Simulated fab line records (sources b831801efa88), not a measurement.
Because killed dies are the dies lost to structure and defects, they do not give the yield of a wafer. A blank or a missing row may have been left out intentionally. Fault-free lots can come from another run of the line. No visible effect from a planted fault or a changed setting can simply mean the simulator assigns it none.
The tool behind it: which one? :: flow sky130 :: 11 lots with 33 wafers sampled at 5 steps, on a route of 708 steps

WHAT THE GAUGES READ, wafer by wafer
SKY_VIA1_BOW_MEAS_03. Usual: VIA1_BOW gives 81 um (standard deviation 7.6).
lot: L317
measured: day 32 17:26
on: film metro-02
VIA1_BOW (um): 72 81 88
flag: 

lot: L320
measured: day 34 04:49
on: film metro-03
VIA1_BOW (um): 76 79 84
flag: 

lot: L321
measured: day 34 10:19
on: film metro-04
VIA1_BOW (um): 79 60 81
flag: 

lot: L322
measured: day 34 20:26
on: film metro-04
VIA1_BOW (um): 80 89 81
flag: 

lot: L323
measured: day 34 22:52
on: film metro-04
VIA1_BOW (um): 88 74 81
flag: 

lot: L327
measured: day 36 11:38
on: film metro-03
VIA1_BOW (um): 78 85 97
flag: 

lot: L333
measured: day 37 19:46
on: film metro-03
VIA1_BOW (um): 90 101 83
flag: 

lot: L334
measured: day 38 07:56
on: film metro-02
VIA1_BOW (um): 86 70 71
flag: 

lot: L335
measured: day 38 21:40
on: film metro-03
VIA1_BOW (um): 79 71 86
flag: 

lot: L337
measured: day 39 07:53
on: film metro-02
VIA1_BOW (um): 80 82 75
flag: 

lot: L339
measured: day 39 13:46
on: film metro-02
VIA1_BOW (um): 67 90 84
flag: 

SKY_VIA1_RS_MEAS_22: measures by four-point-probe. Usual: VIA1_W_RS gives 0.430 ohm/sq (standard deviation 0.0049).
lot: L317
measured: day 33 20:13
on: film metro-04
VIA1_W_RS (ohm/sq): 0.427 0.423 0.425
flag: 

lot: L320
measured: day 35 08:34
on: film metro-02
VIA1_W_RS (ohm/sq): 0.432 0.428 0.427
flag: 

lot: L321
measured: day 35 13:50
on: film metro-02
VIA1_W_RS (ohm/sq): 0.426 0.429 0.425
flag: 

lot: L322
measured: day 36 00:29
on: film metro-02
VIA1_W_RS (ohm/sq): 0.430 0.427 0.433
flag: 

lot: L323
measured: day 36 02:14
on: film metro-02
VIA1_W_RS (ohm/sq): 0.429 0.431 0.423
flag: 

lot: L327
measured: day 37 14:57
on: film metro-03
VIA1_W_RS (ohm/sq): 0.429 0.483 0.424
flag: OFF

lot: L333
measured: day 38 21:58
on: film metro-02
VIA1_W_RS (ohm/sq): 0.477 0.423 0.475
flag: OFF

lot: L334
measured: day 39 09:38
on: film metro-02
VIA1_W_RS (ohm/sq): 0.432 0.436 0.438
flag: 

lot: L335
measured: day 39 23:10
on: film metro-03
VIA1_W_RS (ohm/sq): 0.430 0.430 0.430
flag: 

lot: L337
measured: day 40 09:28
on: film metro-04
VIA1_W_RS (ohm/sq): 0.436 0.438 0.431
flag: 

lot: L339
measured: day 40 15:56
on: film metro-03
VIA1_W_RS (ohm/sq): 0.426 0.428 0.429
flag: 

SKY_VIA1_THK_MEAS_23: measures by xrf. Usual: VIA1_W_THK gives 267 nm (standard deviation 3.5).
lot: L317
measured: day 33 20:20
on: film metro-04
VIA1_W_THK (nm): 270 273 272
flag: 

lot: L320
measured: day 35 08:40
on: film metro-02
VIA1_W_THK (nm): 267 267 268
flag: 

lot: L321
measured: day 35 13:56
on: film metro-02
VIA1_W_THK (nm): 270 268 270
flag: 

lot: L322
measured: day 36 00:36
on: film metro-02
VIA1_W_THK (nm): 267 268 267
flag: 

lot: L323
measured: day 36 02:20
on: film metro-02
VIA1_W_THK (nm): 268 266 271
flag: 

lot: L327
measured: day 37 15:04
on: film metro-03
VIA1_W_THK (nm): 272 240 274
flag: 

lot: L333
measured: day 38 22:05
on: film metro-02
VIA1_W_THK (nm): 240 270 240
flag: OFF

lot: L334
measured: day 39 09:45
on: film metro-02
VIA1_W_THK (nm): 264 263 262
flag: 

lot: L335
measured: day 39 23:16
on: film metro-03
VIA1_W_THK (nm): 269 274 270
flag: 

lot: L337
measured: day 40 09:34
on: film metro-04
VIA1_W_THK (nm): 262 261 264
flag: 

lot: L339
measured: day 40 16:03
on: film metro-03
VIA1_W_THK (nm): 272 269 269
flag: 

EACH LOT AND THE TOOL THAT RAN IT (in order: tool; ch and the chambers of the sampled wafers; start)
lot: L317
SKY_METAL1_SPUTTER_00: pvd sputter-03, day 31 12:28
SKY_VIA1_CVD_21: cvd w-01 ch 0, day 33 20:08

lot: L320
SKY_METAL1_SPUTTER_00: pvd sputter-04, day 33 00:13
SKY_VIA1_CVD_21: cvd w-02 ch 0,1, day 35 08:28

lot: L321
SKY_METAL1_SPUTTER_00: pvd sputter-04, day 33 07:04
SKY_VIA1_CVD_21: cvd w-01 ch 0,1, day 35 13:44

lot: L322
SKY_METAL1_SPUTTER_00: pvd sputter-04, day 33 16:10
SKY_VIA1_CVD_21: cvd w-02 ch 0,1, day 36 00:23

lot: L323
SKY_METAL1_SPUTTER_00: pvd sputter-03, day 33 18:51
SKY_VIA1_CVD_21: cvd w-01 ch 0,1, day 36 02:08

lot: L327
SKY_METAL1_SPUTTER_00: pvd sputter-03, day 35 07:56
SKY_VIA1_CVD_21: cvd w-02 ch 0,1, day 37 14:50

lot: L333
SKY_METAL1_SPUTTER_00: pvd sputter-03, day 36 16:25
SKY_VIA1_CVD_21: cvd w-02 ch 0,1, day 38 21:53

lot: L334
SKY_METAL1_SPUTTER_00: pvd sputter-04, day 37 04:27
SKY_VIA1_CVD_21: cvd w-01 ch 1, day 39 09:28

lot: L335
SKY_METAL1_SPUTTER_00: pvd sputter-04, day 37 17:55
SKY_VIA1_CVD_21: cvd w-01 ch 0,1, day 39 23:04

lot: L337
SKY_METAL1_SPUTTER_00: pvd sputter-02, day 38 05:38
SKY_VIA1_CVD_21: cvd w-01 ch 0,1, day 40 09:21

lot: L339
SKY_METAL1_SPUTTER_00: pvd sputter-04, day 38 10:32
SKY_VIA1_CVD_21: cvd w-01 ch 0,1, day 40 15:50
- SKY_METAL1_SPUTTER_00: material Ti, target thk 15 nm, time 10 s.
- SKY_VIA1_CVD_21: deposits W, target thk 270 nm, time 80.902 s.

WHAT THE TOOLS THEMSELVES READ (means of the sampled wafers that have a number; where no wafer has one, the mark that the record gives instead)
SKY_METAL1_SPUTTER_00. Usual: cathode dc power W 3000.1 W, standard deviation 0.54; throttle valve pct 30.3 %, standard deviation 0.52.
lot: L317
tool: pvd sputter-03
cathode dc power W (W): 3000.3
throttle valve pct (%): 30.3
flag: 

lot: L320
tool: pvd sputter-04
cathode dc power W (W): 3000.4
throttle valve pct (%): 30.2
flag: 

lot: L321
tool: pvd sputter-04
cathode dc power W (W): 3000.1
throttle valve pct (%): 30.7
flag: 

lot: L322
tool: pvd sputter-04
cathode dc power W (W): 3000.6
throttle valve pct (%): 30.6
flag: 

lot: L323
tool: pvd sputter-03
cathode dc power W (W): 2999.6
throttle valve pct (%): 30.2
flag: 

lot: L327
tool: pvd sputter-03
cathode dc power W (W): 3000.4
throttle valve pct (%): 30.0
flag: 

lot: L333
tool: pvd sputter-03
cathode dc power W (W): 3000.5
throttle valve pct (%): 30.2
flag: 

lot: L334
tool: pvd sputter-04
cathode dc power W (W): 3000.4
throttle valve pct (%): 29.8
flag: 

lot: L335
tool: pvd sputter-04
cathode dc power W (W): 3000.5
throttle valve pct (%): 30.5
flag: 

lot: L337
tool: pvd sputter-02
cathode dc power W (W): 3000.1
throttle valve pct (%): 30.1
flag: 

lot: L339
tool: pvd sputter-04
cathode dc power W (W): 3000.4
throttle valve pct (%): 30.8
flag: 

SKY_VIA1_CVD_21. Usual: heater power outer w 451 W, standard deviation 50; heater power w 754 W, standard deviation 63.
lot: L317
tool: cvd w-01
heater power outer w (W): 467
heater power w (W): 825
flag: 

lot: L320
tool: cvd w-02
heater power outer w (W): 439
heater power w (W): 738
flag: 

lot: L321
tool: cvd w-01
heater power outer w (W): 455
heater power w (W): 787
flag: 

lot: L322
tool: cvd w-02
heater power outer w (W): 442
heater power w (W): 718
flag: 

lot: L323
tool: cvd w-01
heater power outer w (W): 435
heater power w (W): 753
flag: 

lot: L327
tool: cvd w-02
heater power outer w (W): 434
heater power w (W): 715
flag: 

lot: L333
tool: cvd w-02
heater power outer w (W): 434
heater power w (W): 724
flag: 

lot: L334
tool: cvd w-01
heater power outer w (W): 409
heater power w (W): 686
flag: 

lot: L335
tool: cvd w-01
heater power outer w (W): 456
heater power w (W): 795
flag: 

lot: L337
tool: cvd w-01
heater power outer w (W): 438
heater power w (W): 735
flag: 

lot: L339
tool: cvd w-01
heater power outer w (W): 465
heater power w (W): 801
flag: 

THE ANSWER, worked out from the rows above alone
Rule: take the mean of a lot's wafers that have a number; if it is more than 3 standard deviations from the usual mean, the lot is off. Also off: a lot with no number at a reading for which 4 or more lots have one. Where the step has rows for the other lots, those lots are counted as sound. Order of review: gauges by route order, followed by the tools' own readings, for which a lot's mean as printed above is used. At the first step where some lot is off, the reading lying furthest off is the one used; lots without a number count as furthest.
Off: at SKY_VIA1_RS_MEAS_22 (VIA1_W_RS), L327, L333.
A tool fits if, at a process step before that reading, it ran every lot that is off, and no sound lot after the first of them. The gauges at SKY_VIA1_RS_MEAS_22 are tried like those tools. Undecided on this evidence; 2 tools fit (pvd sputter-03 at SKY_METAL1_SPUTTER_00, cvd w-02 at SKY_VIA1_CVD_21).

WHAT THE SIMULATOR HAD INSERTED
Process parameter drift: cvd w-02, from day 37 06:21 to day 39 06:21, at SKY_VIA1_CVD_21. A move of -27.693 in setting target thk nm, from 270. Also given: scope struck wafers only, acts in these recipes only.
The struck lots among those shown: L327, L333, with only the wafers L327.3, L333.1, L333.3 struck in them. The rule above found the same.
